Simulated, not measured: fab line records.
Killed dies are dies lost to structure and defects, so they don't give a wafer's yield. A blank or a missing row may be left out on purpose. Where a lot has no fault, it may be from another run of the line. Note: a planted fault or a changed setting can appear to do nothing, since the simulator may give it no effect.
One fault through the eyes of 2 desks / flow sky130 / what lay behind the numbers comes last; until then each desk has only its own

## FROM THE METROLOGY DESK
What the gauges read for every lot (on any tool): the sampled wafers with a number, averaged. Marked OUT: a lot whose mean sits more than 4 standard deviations from the usual mean, which makes it out of limits; the brackets give that distance.
Columns: A = FIELD_ISO_OXIDATION_00_THK at SKY_FIELD_ISO_THK_MEAS_02, usual 12.12 nm; B = cd-nm at SKY_FIELD_ISO_CD_MEAS_13, usual 150.1 nm; C = NWELL_2_TW at SKY_NWELL_TW_MEAS_26, usual 497
lot=L873; first seen here=day 1 12:35; A=12.49; B=149.0; C=490
lot=L874; first seen here=day 1 19:52; A=12.02; B=151.1; C=507
lot=L876; first seen here=day 2 04:13; A=12.04; B=148.4; C=492
lot=L878; first seen here=day 2 12:38; A=12.11; B=150.6; C=490
lot=L884; first seen here=day 3 18:46; A=12.08; B=150.2; C=826 (+51) OUT
lot=L885; first seen here=day 4 00:49; A=12.29; B=149.8; C=824 (+51) OUT
lot=L889; first seen here=day 4 20:52; A=11.94; B=149.8; C=507
lot=L891; first seen here=day 5 06:11; A=12.34; B=151.7; C=493
lot=L893; first seen here=day 5 15:39; A=11.96; B=151.8; C=494
lot=L894; first seen here=day 5 20:53; A=12.15; B=150.9; C=492
lot=L895; first seen here=day 6 01:50; A=12.07; B=152.0; C=510
lot=L896; first seen here=day 6 06:38; A=12.46; B=150.3; C=489
Finding of this desk: L884, L885 out of limits, first seen on L884 at day 8 08:33 (NWELL_2_TW at SKY_NWELL_TW_MEAS_26). L873, L874, L876, L878, L889, L891, L893, L894, L895, L896: within limits.

## THE TOOL OWNER'S DESK: implanter-03
The tool's own readings at SKY_NWELL_IMPLANT_24: means of the sampled wafers that have a number, for each lot that ran on this tool. Marked OUT: a lot whose mean sits more than 4 standard deviations from the usual mean, which makes it out of limits; the brackets give that distance.
Columns: A = beam-energy-keV at SKY_NWELL_IMPLANT_24, usual 139.99; B = dose-ions-cm2 at SKY_NWELL_IMPLANT_24, usual 9.198e+12; C = faraday-current-uA at SKY_NWELL_IMPLANT_24, usual 51.9
lot=L873; first seen here=day 5 13:26; A=139.97; B=9.193e+12; C=51.6
lot=L878; first seen here=day 6 19:36; A=139.97; B=9.197e+12; C=52.1
lot=L884; first seen here=day 8 08:18; A=140.00; B=4.564e+13 (+99 or more) OUT; C=256.5 (+99 or more) OUT
lot=L885; first seen here=day 8 14:35; A=139.97; B=4.565e+13 (+99 or more) OUT; C=254.8 (+99 or more) OUT
lot=L895; first seen here=day 11 03:56; A=139.99; B=9.198e+12; C=51.8
This desk's verdict: out of limits on L884, L885, starting with L884 at day 8 08:18 (dose-ions-cm2 at SKY_NWELL_IMPLANT_24). L873, L878, L895: within limits.

## PUT TOGETHER
At day 8 08:18, on L884, L885, the tool owner's desk was in a position to raise an alarm.
An alarm was possible from the metrology desk at day 8 08:33, on L884, L885.
Every lot named ran SKY_NWELL_IMPLANT_24 on implanter-03.

## WHAT THE SIMULATOR PUT IN
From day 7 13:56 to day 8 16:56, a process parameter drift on implanter-03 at SKY_NWELL_IMPLANT_24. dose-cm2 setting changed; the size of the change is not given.
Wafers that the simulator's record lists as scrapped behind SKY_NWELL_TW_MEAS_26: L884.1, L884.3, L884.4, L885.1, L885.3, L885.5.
Shown lots that were struck: L884, L885.
Fault start to first reading out of limits, in hours, per desk: tool owner, 18; metrology, 19.
